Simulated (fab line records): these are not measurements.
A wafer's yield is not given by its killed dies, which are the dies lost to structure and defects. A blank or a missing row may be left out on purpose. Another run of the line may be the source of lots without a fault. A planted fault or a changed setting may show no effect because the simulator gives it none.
Struck lot and sound lot, side by side / flow sfq-line / 41 out of 325 route steps
Sound: these wafers, L900.3, L900.4, L900.5. The struck wafers were L893.2, L893.3, L893.4. At the end, the cause is stated.
For every step that has rows: the tool of each side, followed by ch and its chambers, followed by its first start. Under that, the readings that differ: sound wafers / struck wafers / difference of the means / sigmas: that difference in standard deviations of wafers without a fault.
alike: readings whose means differ by less than 2 such deviations, and words and numbers that are the same on both sides. not compared: withheld readings, readings that some wafer has no value for, bounds like >300 that may hide the same value, and numbers for which the record gives no deviation and whose values overlap.
Wherever a step has rows on one side only, a row that says differs or no value, or a row with sigmas, the two part there. Non-overlapping numbers with no deviation appear without sigmas and do not part them. A reading that every wafer of one side lacks parts them only if that side has two wafers or more.

first, 3 steps without rows for these wafers: SFQ_TRILAYER_I6_VIA_STRIP_SOLV_CLEAN_174 (cleans in NMP, time 600 s); SFQ_TRILAYER_M7_DEP_PRE_CLEAN_176 (time 22.5 s); SFQ_TRILAYER_M7_DEP_SPUTTER_175 (material Nb, target thk 200 nm, time 133.3 s).
SFQ_M7_RS_MEAS_943: measurement is done with a four-point probe.
  sound on film-metro-03, day 75 06:41; struck on film-metro-03, day 74 12:04
  alike: M7_NB_RS
then, 6 steps without rows for these wafers: SFQ_TRILAYER_M7_LITHO_COAT_182 (resist thk 62 nm); SFQ_TRILAYER_M7_LITHO_COAT_177 (resist thk 600 nm); SFQ_TRILAYER_M7_LITHO_SOFTBAKE_181; SFQ_TRILAYER_M7_LITHO_EXPOSE_178 (exposes mask M7, target cd 500 nm); SFQ_TRILAYER_M7_LITHO_PEB_180 (peb time 60 s); SFQ_TRILAYER_M7_LITHO_DEVELOP_179 (time 60 s).
-- the record jumps here: 4 days lie between the struck wafers' starts before and after --
SFQ_M7_OVL_MEAS_945:
  sound on overlay-01, day 79 00:11; struck on overlay-01, day 78 00:11
  alike: M7_OVL
SFQ_TRILAYER_M7_BARC_OPEN_METAL_ETCH_229: etches BARC in O2, target depth 125 nm, time 41.7 s.
  sound on rie-metal-02 ch 0,1, day 79 00:14; struck on rie-metal-03 ch 0,1, day 78 00:13
  no value came back on the struck wafers for bias-w (W), chamber-pressure-mTorr (mTorr), drypump-motor-current-A (A), oes-product-au (a.u.); on the sound wafers bias-w (W) reads 80.10 80.51 80.18
reading=model.KrF_of_TRILAYER_M7_LITHO_COAT_177.thk-nm (nm); sound=523.8 522.6 521.5; struck=572.4 575 573; difference=+50.8; sigmas=
  not compared: rf-hours-counter-h
SFQ_TRILAYER_M7_ETCH_METAL_ETCH_180: etches Nb in Cl2/Ar, stops on SiO2, target depth 240 nm, time 120 s.
  sound on rie-metal-02 ch 0,1, day 79 00:19; struck on rie-metal-03 ch 0,1, day 78 00:16
reading=oes-product-au (a.u.); sound=0.893 0.883 0.885; struck=0.375 0.373 0.370; difference=-0.514; sigmas=-65
reading=model.KrF_of_TRILAYER_M7_LITHO_COAT_177.thk-nm (nm); sound=382.6 381 380.3; struck=434.1 434.4 433.9; difference=+52.8; sigmas=
  alike: bias-w, chamber-pressure-mTorr, drypump-motor-current-A
  not compared: rf-hours-counter-h
then, 2 steps without rows for these wafers: SFQ_TRILAYER_M7_STRIP_STRIP_181 (strips in O2); SFQ_TRILAYER_M7_STRIP_SOLV_CLEAN_182 (cleans in NMP, time 600 s).
SFQ_TRILAYER_I7_DEP_PECVD_183: deposits SiO2 from SiH4/N2O, time 111.11 s, target thk 500 nm.
  sound on pecvd-03 ch 0,1,2, day 79 01:11; struck on pecvd-02 ch 0,1,2, day 78 01:10
  alike: chamber-pressure-Torr, heater-power-w, throttle-valve-pct
SFQ_TRILAYER_I7_CMP_CMP_184: polishes SiO2.
  sound on cmp-01 ch 0,1,3, day 79 12:59; struck on cmp-01 ch 1,2,3, day 78 01:15
  alike: head-pressure-psi, motor-current-A, time-to-endpoint-s
SFQ_I7_BOW_MEAS_946:
  sound on film-metro-01, day 79 15:02; struck on film-metro-03, day 78 04:16
  alike: I7_BOW
SFQ_TRILAYER_I7_METRO_MEASURE_185:
  sound on film-metro-01, day 79 15:31; struck on film-metro-03, day 78 04:34
  alike: thk-nm
then, 3 steps without rows for these wafers: SFQ_TRILAYER_I7_VIA_LITHO_COAT_192 (resist thk 62 nm); SFQ_TRILAYER_I7_VIA_LITHO_COAT_187 (resist thk 650 nm); SFQ_TRILAYER_I7_VIA_LITHO_SOFTBAKE_191.
SFQ_TRILAYER_I7_VIA_LITHO_EXPOSE_188: exposes mask I7, target cd 1000 nm.
  sound on krf-scanner-01 ch 0, day 80 03:13; struck on krf-scanner-01, day 78 06:46
  no value came back on the struck wafers for exposure-dose-mJ-cm2, focus-offset-nm (nm), sigma-outer; on the sound wafers exposure-dose-mJ-cm2 reads 21.296 21.291 21.280
  alike: mask
then, 2 steps without rows for these wafers: SFQ_TRILAYER_I7_VIA_LITHO_PEB_190 (peb time 60 s); SFQ_TRILAYER_I7_VIA_LITHO_DEVELOP_189 (time 60 s).
SFQ_I7_OVL_MEAS_947:
  sound on overlay-01, day 80 04:20; struck on overlay-02, day 78 08:04
reading=I7_OVL (nm); sound=2 -3 0; struck=- - -; difference=no value on the struck wafers; sigmas=
SFQ_TRILAYER_I7_VIA_BARC_OPEN_VIA_ETCH_260: etches BARC in O2, target depth 125 nm, time 41.7 s.
  sound on rie-diel-02 ch 1,2,3, day 80 04:22; struck on rie-diel-03 ch 0,3, day 78 08:06
  alike: bias-w, chamber-pressure-mTorr, drypump-motor-current-A, oes-product-au
  not compared: rf-hours-counter-h
SFQ_TRILAYER_I7_VIA_ETCH_VIA_ETCH_190: etches SiO2 in CHF3, stops on Nb, target depth 260 nm.
  sound on rie-diel-02 ch 1,2,3, day 80 04:24; struck on rie-diel-03 ch 0,3, day 78 08:08
reading=oes-product-au (a.u.); sound=0.855 0.856 0.853; struck=0.379 0.376 0.375; difference=-0.478; sigmas=-92
  alike: bias-w, chamber-pressure-mTorr, drypump-motor-current-A
then, 8 steps without rows for these wafers: SFQ_TRILAYER_I7_VIA_STRIP_STRIP_191 (strips in O2); SFQ_TRILAYER_I7_VIA_STRIP_SOLV_CLEAN_192 (cleans in NMP, time 600 s); SFQ_TRILAYER_M8_LITHO_LOR_COAT_197; SFQ_TRILAYER_M8_LITHO_LOR_BAKE_198; SFQ_TRILAYER_M8_LITHO_COAT_193 (resist thk 600 nm); SFQ_TRILAYER_M8_LITHO_SOFTBAKE_199; SFQ_TRILAYER_M8_LITHO_PEB_196 (peb time 60 s); SFQ_TRILAYER_M8_LITHO_DEVELOP_195 (img clear 15 s, time 55 s).
SFQ_M8_OVL_MEAS_948:
  sound on overlay-01, day 80 15:08; struck on overlay-02, day 78 12:52
reading=M8_OVL (nm); sound=5 4 6; struck=- - -; difference=no value on the struck wafers; sigmas=
then, 3 steps without rows for these wafers: SFQ_TRILAYER_M8_DEP_EVAP_197 (material Ti, target thk 20 nm, time 100 s); SFQ_TRILAYER_M8_DEP_EVAP_198 (material Pt, target thk 50 nm, time 250 s); SFQ_TRILAYER_M8_DEP_EVAP_196 (material Au, target thk 180 nm, time 900 s).
SFQ_M8_BOW_MEAS_951:
  sound on film-metro-03, day 80 16:17; struck on film-metro-02, day 78 14:01
reading=model.etest.m8.ohm-sq; sound=0.1502 0.1524 0.1509; struck=1e+06 1e+06 1e+06; difference=+1e+06; sigmas=
reading=model.etest.i7.link-ohm; sound=1.058 1.068 1.056; struck=1e+06 1e+06 1e+06; difference=+1e+06; sigmas=
reading=model.etest.m7.comb-log10-ohm; sound=12 12 12; struck=0 0 0; difference=-12; sigmas=
  alike: M8_BOW

== WHERE THEY PART ==
First at SFQ_TRILAYER_M7_BARC_OPEN_METAL_ETCH_229; last, within this record, at SFQ_M8_OVL_MEAS_948. Later steps at which nothing parts them and some readings are alike: SFQ_M8_BOW_MEAS_951.

WHY: what had been put in by the simulator
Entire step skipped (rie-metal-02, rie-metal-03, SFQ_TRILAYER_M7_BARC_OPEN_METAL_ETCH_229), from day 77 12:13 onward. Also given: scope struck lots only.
